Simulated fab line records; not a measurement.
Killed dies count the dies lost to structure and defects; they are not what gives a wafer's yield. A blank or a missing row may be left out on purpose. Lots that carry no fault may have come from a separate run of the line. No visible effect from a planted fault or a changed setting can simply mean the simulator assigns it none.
A lot that was struck, set against a sound lot | flow sky130 | 43 out of 708 route steps
Sound: the wafers L809.2, L809.4, L809.5. Struck: wafer L828.3 (left out: L828.4, L828.5 of the same lot, which were not struck); the cause appears at the end.
Each step with rows lists, per side, the tool, then ch with its chambers, then its first start. Under that, the readings that differ: sound wafers | struck wafers | difference of the means | sigmas: that difference in standard deviations of wafers without a fault.
alike: same words and numbers on both sides, and readings whose means sit less than 2 such deviations apart. not compared: any withheld reading, any reading some wafer has no value for, any bound like >300 that may hide the same value, and any number with overlapping values for which the record gives no deviation.
A row with sigmas, a row that says differs or no value, or rows on one side alone: a step with any of these is where the two part. When numbers do not overlap yet have no deviation, they are printed without sigmas and do not part them. Lack of a reading on every wafer of one side parts them only where that side has two or more wafers.

SKY_LI_CONTACT_CD_MEAS_12 targets a cd of 170 nm.
  struck on cdSem-01, day 35 12:29; sound on cdSem-01, day 29 06:07
  alike: cdNm
SKY_LI_CONTACT_OVL_MEAS_13:
  struck on overlay-02, day 35 12:35; sound on overlay-02, day 29 06:13
  alike: LI_CONTACT_OVL
then, 1 step without rows for these wafers: SKY_LI_CONTACT_ETCH_14 (etches BARC in N2/H2, stops on SiO2, time 45.9 s, target depth 60 nm).
SKY_LI_CONTACT_ETCH_15: etches PSG in C4F8/O2/Ar, stops on Si, target depth 600 nm.
  sound on rieDiel-03 ch 0,2,3, day 29 06:17; struck on rieDiel-04 ch 0, day 35 12:39
  alike: oesProductAu
SKY_LI_CONTACT_STRIP_16: strips in O2/N2.
  sound on plasmaAsher-01 ch 0,1, day 29 06:22; struck on plasmaAsher-04 ch 0, day 35 12:46
  alike: drypumpMotorCurrentA, oesProductAu, stripTimeToEndpointS
  not compared: rfHoursCounterH
then, 5 steps without rows for these wafers: SKY_LI_CONTACT_CLEAN_17 (cleans in NMP, time 600 s); SKY_LI_CONTACT_PRE_CLEAN_18 (time 5.6 s); SKY_LI_CONTACT_SPUTTER_19 (material Ti, target thk 20 nm, time 106.37 s); SKY_LI_CONTACT_SPUTTER_20 (material TiN, target thk 20 nm, time 80 s); SKY_LI_CONTACT_CVD_21 (deposits W, target thk 400 nm, time 120.56 s).
SKY_LI_CONTACT_RS_MEAS_22: a four-point-probe measurement.
  struck on filmMetro-04, day 35 13:20; sound on filmMetro-01, day 29 06:57
reading                  | sound             | struck | difference | sigmas
LI_CONTACT_W_RS (ohm/sq) | 0.278 0.281 0.279 | 0.293  | +0.014     | +3
SKY_LI_CONTACT_THK_MEAS_23: measures by xrf.
  struck on filmMetro-04, day 35 13:26; sound on filmMetro-01, day 29 07:04
reading               | sound       | struck | difference | sigmas
LI_CONTACT_W_THK (nm) | 435 427 434 | 405    | -27        | -3
SKY_LI_CONTACT_CMP_24: polishes, stops on PSG, t overpolish 20 s, target thk 0 nm.
  sound on cmp-02 ch 0,1,3, day 29 07:17; struck on cmp-01 ch 2, day 35 13:28
  alike: headPressurePsi, motorCurrentA, overpolishRunS, timeToEndpointS
then, 1 step without rows for these wafers: SKY_LOCAL_INTERCONNECT_SPUTTER_00 (material TiN, target thk 100 nm, time 83.3 s).
SKY_LOCAL_INTERCONNECT_RS_MEAS_01: a four-point-probe measurement.
  struck on filmMetro-04, day 35 13:52; sound on filmMetro-04, day 29 07:34
reading                            | sound             | struck | difference | sigmas
LOCAL_INTERCONNECT_TIN_RS (ohm/sq) | 14.13 14.15 14.15 | 13.81  | -0.33      | -2
SKY_LOCAL_INTERCONNECT_THK_MEAS_02: measures by xrf.
  struck on filmMetro-04, day 35 13:58; sound on filmMetro-04, day 29 07:41
reading                         | sound          | struck | difference | sigmas
LOCAL_INTERCONNECT_TIN_THK (nm) | 98.6 98.7 98.5 | 101.2  | +2.6       | +2
then, 8 steps without rows for these wafers: SKY_LOCAL_INTERCONNECT_DEHYDRATE_03 (time 60 s); SKY_LOCAL_INTERCONNECT_HMDS_04 (prime time 60 s); SKY_LOCAL_INTERCONNECT_COAT_05 (resist thk 60 nm); SKY_LOCAL_INTERCONNECT_COAT_06 (resist thk 450 nm); SKY_LOCAL_INTERCONNECT_SOFTBAKE_07 (time 90 s); SKY_LOCAL_INTERCONNECT_EXPOSE_08 (exposes mask LI1M, target cd 170 nm); SKY_LOCAL_INTERCONNECT_PEB_09; SKY_LOCAL_INTERCONNECT_DEVELOP_10 (develop time 60 s).
SKY_LOCAL_INTERCONNECT_CD_MEAS_11 targets a cd of 170 nm.
  struck on cdSem-01, day 36 16:35; sound on cdSem-01, day 30 11:41
  alike: cdNm
SKY_LOCAL_INTERCONNECT_OVL_MEAS_12:
  struck on overlay-01, day 36 16:40; sound on overlay-01, day 30 11:47
  alike: LOCAL_INTERCONNECT_OVL
then, 1 step without rows for these wafers: SKY_LOCAL_INTERCONNECT_ETCH_13 (etches BARC in N2/H2, stops on SiO2, time 45.9 s, target depth 60 nm).
SKY_LOCAL_INTERCONNECT_METAL_ETCH_14: etches TiN in Cl2/BCl3, stops on PSG, target depth 110 nm, time 31.4 s.
  sound on rieMetal-03 ch 0, day 30 11:58; struck on rieMetal-03 ch 0, day 36 16:46
  alike: drypumpMotorCurrentA, heBacksideLeakSccm, oesProductAu, throttleValvePct
  not compared: rfHoursCounterH
SKY_LOCAL_INTERCONNECT_STRIP_15: strips in O2/N2.
  sound on plasmaAsher-01 ch 0,1, day 30 12:03; struck on plasmaAsher-04 ch 0, day 36 16:50
  alike: drypumpMotorCurrentA, oesProductAu, stripTimeToEndpointS
  not compared: rfHoursCounterH
then, 4 steps without rows for these wafers: SKY_LOCAL_INTERCONNECT_STRIP_16 (strips in post etch residue remover, time 1200 s); SKY_LOCAL_INTERCONNECT_CLEAN_17 (cleans in IPA, time 180 s); SKY_LOCAL_INTERCONNECT_CLEAN_18 (cleans in O3/DIW); SKY_CONTACT_CVD_00 (deposits Si3N4, target thk 75 nm).
SKY_CONTACT_THK_MEAS_01:
  struck on filmMetro-03, day 36 17:28; sound on filmMetro-04, day 30 12:42
reading                 | sound          | struck | difference | sigmas
CONTACT_CVD_00_THK (nm) | 75.0 75.7 74.6 | 72.9   | -2.2       | -2
then, 1 step without rows for these wafers: SKY_CONTACT_HDPCVD_02 (deposits SiO2, target thk 565 nm, time 94.2 s).
SKY_CONTACT_THK_MEAS_03:
  struck on filmMetro-02, day 36 17:35; sound on filmMetro-03, day 30 12:50
  alike: CONTACT_HDPCVD_THK
SKY_CONTACT_CMP_04: polishes SiO2.
  sound on cmp-01 ch 0,1,2, day 30 13:19; struck on cmp-02 ch 1, day 36 17:41
  alike: headPressurePsi, motorCurrentA, timeToEndpointS
SKY_CONTACT_BOW_MEAS_05:
  struck on filmMetro-03, day 36 17:58; sound on filmMetro-02, day 30 13:32
  alike: CONTACT_BOW
then, 4 steps without rows for these wafers: SKY_CONTACT_DEHYDRATE_06 (time 60 s); SKY_CONTACT_HMDS_07 (prime time 60 s); SKY_CONTACT_COAT_08 (resist thk 60 nm); SKY_CONTACT_COAT_09 (resist thk 450 nm).
-- the record jumps here: 14 days lie between the struck wafers' starts before and after (it left off in module CONTACT and takes up again in module PAD_OPEN, whose first step shown is number 708 of the route) --
SKY_PAD_OPEN_PROBE_99:
  struck on prober-01, day 50 06:23; sound on prober-02, day 45 22:32
reading          | sound     | struck | difference | sigmas
killedAtContacts | 25 33 23  | 181    | +154       | +31
killedDies       | 92 105 87 | 237    | +142       | +15
killedOnRim      | 17 23 17  | 46     | +27        | +7
killedShort      | 51 47 40  | 34     | -12        | -2
  alike: killed_at_M0_to_M3, killed_at_M4_up, killedAtFrontEnd, killedAtOther, killedOpen

WHERE THEY PART
First at SKY_LI_CONTACT_RS_MEAS_22; last, within this record, at SKY_PAD_OPEN_PROBE_99.

WHY: what had been put in by the simulator
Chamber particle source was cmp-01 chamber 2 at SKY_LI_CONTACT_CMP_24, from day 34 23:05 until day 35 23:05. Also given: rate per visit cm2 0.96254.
